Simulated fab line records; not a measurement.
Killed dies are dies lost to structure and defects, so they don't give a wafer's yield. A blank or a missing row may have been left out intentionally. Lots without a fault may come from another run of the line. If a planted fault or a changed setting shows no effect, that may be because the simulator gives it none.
The tool behind it: which one? | flow gf180mcu | 14 lots, 42 wafers sampled, at 4 steps of a route of 602

WHAT THE GAUGES SHOWED, per wafer
GF_V3_BOW_MEAS_05. Usual: V3_BOW typically reads 117 um, with standard deviation 7.2.
lot  | measured     | on            | V3_BOW (um) | flag
L647 | day 21 00:19 | film metro-01 | 134 113 130 |
L648 | day 21 12:19 | film metro-02 | 130 105 123 |
L650 | day 22 08:08 | film metro-03 | 128 118 128 |
L651 | day 22 17:18 | film metro-02 | 124 119 120 |
L652 | day 23 11:52 | film metro-03 | 109 112 113 |
L653 | day 23 20:16 | film metro-02 | 109 104 114 |
L654 | day 24 03:45 | film metro-03 | 122 124 109 |
L661 | day 26 08:08 | film metro-02 | 114 112 117 |
L662 | day 26 17:13 | film metro-03 | 122 126 119 |
L665 | day 27 22:31 | film metro-02 | 116 125 114 |
L666 | day 28 00:14 | film metro-01 | 117 135 121 |
L667 | day 28 01:52 | film metro-02 | 108 131 123 |
L668 | day 28 10:15 | film metro-01 | 119 120 109 |
L670 | day 29 00:54 | film metro-01 | 115 121 121 |

GF_V3_CD_MEAS_14 targets a cd of 260 nm. Usual: cd nm reads 260.1 nm (standard deviation 1.5).
lot  | measured     | on        | cd nm (nm)        | flag
L647 | day 22 00:13 | cd sem-02 | 260.5 260.5 260.3 |
L648 | day 22 12:32 | cd sem-02 | 260.5 260.5 260.3 |
L650 | day 23 07:23 | cd sem-02 | 259.0 260.1 260.5 |
L651 | day 23 15:52 | cd sem-01 | 260.8 260.9 259.8 |
L652 | day 24 10:52 | cd sem-02 | 262.6 261.7 260.1 |
L653 | day 24 19:41 | cd sem-02 | 259.7 259.7 261.0 |
L654 | day 25 01:59 | cd sem-02 | 260.7 261.3 261.7 |
L661 | day 27 04:40 | cd sem-01 | 262.1 262.0 261.3 |
L662 | day 27 13:16 | cd sem-01 | 258.2 259.0 258.7 |
L665 | day 28 18:11 | cd sem-01 | 257.4 257.4 257.3 |
L666 | day 28 19:18 | cd sem-01 | 259.1 260.8 260.2 |
L667 | day 28 21:48 | cd sem-02 | 263.1 262.5 263.5 |
L668 | day 29 05:19 | cd sem-01 | 257.4 257.6 258.3 |
L670 | day 29 20:10 | cd sem-02 | 260.1 259.2 259.3 |

GF_V4_BOW_MEAS_05. Usual: V4_BOW typically reads 135 um, with standard deviation 7.7.
lot  | measured     | on            | V4_BOW (um) | flag
L647 | day 23 02:51 | film metro-03 | 150 127 144 |
L648 | day 23 15:02 | film metro-03 | 149 126 141 |
L650 | day 24 09:17 | film metro-01 | 143 135 144 |
L651 | day 24 17:43 | film metro-04 | 139 133 135 |
L652 | day 25 10:58 | film metro-01 | 127 129 130 |
L653 | day 26 00:39 | film metro-01 | 127 122 130 |
L654 | day 26 03:31 | film metro-01 | 132 135 121 |
L661 | day 28 04:16 | film metro-01 | 102 100 106 | OFF
L662 | day 28 11:56 | film metro-04 | 110 112 106 | OFF
L665 | day 29 15:58 | film metro-04 | 139 148 136 |
L666 | day 29 17:38 | film metro-03 | 134 151 139 |
L667 | day 29 20:04 | film metro-03 | 136 158 150 |
L668 | day 30 02:55 | film metro-01 | 136 138 126 |
L670 | day 30 16:59 | film metro-03 | 136 142 143 |

WHAT TOOL EACH LOT RAN ON (gives the tool, then ch and the chambers of the sampled wafers, and finally the start)
lot  | GF_V4_CVD_00
L647 | hdpcvd-02 ch 0,1, day 23 02:08
L648 | hdpcvd-02 ch 0,2, day 23 14:25
L650 | hdpcvd-02 ch 1,2, day 24 08:42
L651 | hdpcvd-02 ch 0,1, day 24 17:09
L652 | hdpcvd-01 ch 0,1, day 25 10:23
L653 | hdpcvd-02 ch 1,2, day 26 00:02
L654 | hdpcvd-01 ch 0,1,2, day 26 02:55
L661 | hdpcvd-01 ch 0,1, day 28 03:40
L662 | hdpcvd-02 ch 1,2, day 28 11:22
L665 | hdpcvd-02 ch 0,1,2, day 29 15:23
L666 | hdpcvd-02 ch 0,1, day 29 16:57
L667 | hdpcvd-01 ch 0,1,2, day 29 19:29
L668 | hdpcvd-02 ch 0,1, day 30 02:20
L670 | hdpcvd-02 ch 1,2, day 30 16:25
- GF_V4_CVD_00: deposits SiO2, target thk 600 nm, time 100 s.

AS READ BY THE TOOLS THEMSELVES (means over the sampled wafers that have a number; for cases with no such wafer, the mark the record gives instead)
GF_V4_CVD_00. Usual: pressure mtorr 5.998 mTorr, standard deviation 0.012; run length s 127.9 s, standard deviation 0.32.
lot  | tool      | pressure mtorr (mTorr) | run length s (s) | flag
L647 | hdpcvd-02 | 5.988                  | 128.2            |
L648 | hdpcvd-02 | 5.992                  | 127.9            |
L650 | hdpcvd-02 | 5.999                  | 127.9            |
L651 | hdpcvd-02 | 5.997                  | 128.0            |
L652 | hdpcvd-01 | 6.004                  | 127.8            |
L653 | hdpcvd-02 | 5.993                  | 127.8            |
L654 | hdpcvd-01 | 6.008                  | 128.0            |
L661 | hdpcvd-01 | -                      | -                | OFF
L662 | hdpcvd-02 | -                      | -                | OFF
L665 | hdpcvd-02 | 6.004                  | 127.7            |
L666 | hdpcvd-02 | 5.990                  | 128.1            |
L667 | hdpcvd-01 | 5.988                  | 127.9            |
L668 | hdpcvd-02 | 6.003                  | 127.8            |
L670 | hdpcvd-02 | 5.997                  | 127.9            |

THE ANSWER, worked out from the rows above alone
Rule: a lot is off if the mean of its wafers that have a number lies more than 3 standard deviations from the usual mean. Also off: a lot with no number at a reading for which 4 or more lots have one. Where the step has rows for the other lots, those lots are counted as sound. The gauges are gone through in route order, then the tools' own readings, and for those a lot's mean is taken as printed above. The first step at which some lot is off is used, and at that step the reading that is off furthest; a lot without a number counts as furthest.
Off: at GF_V4_BOW_MEAS_05 (V4_BOW), L661, L662.
A tool fits if, at a process step before that reading, it ran every lot that is off, and no sound lot after the first of them. Not tried: the gauges at GF_V4_BOW_MEAS_05; whatever is off there is also off at GF_V4_CVD_00, on other tools, and gauge error can't account for it. Not one of the candidates tried fits.

WHAT WAS PUT IN BY THE SIMULATOR
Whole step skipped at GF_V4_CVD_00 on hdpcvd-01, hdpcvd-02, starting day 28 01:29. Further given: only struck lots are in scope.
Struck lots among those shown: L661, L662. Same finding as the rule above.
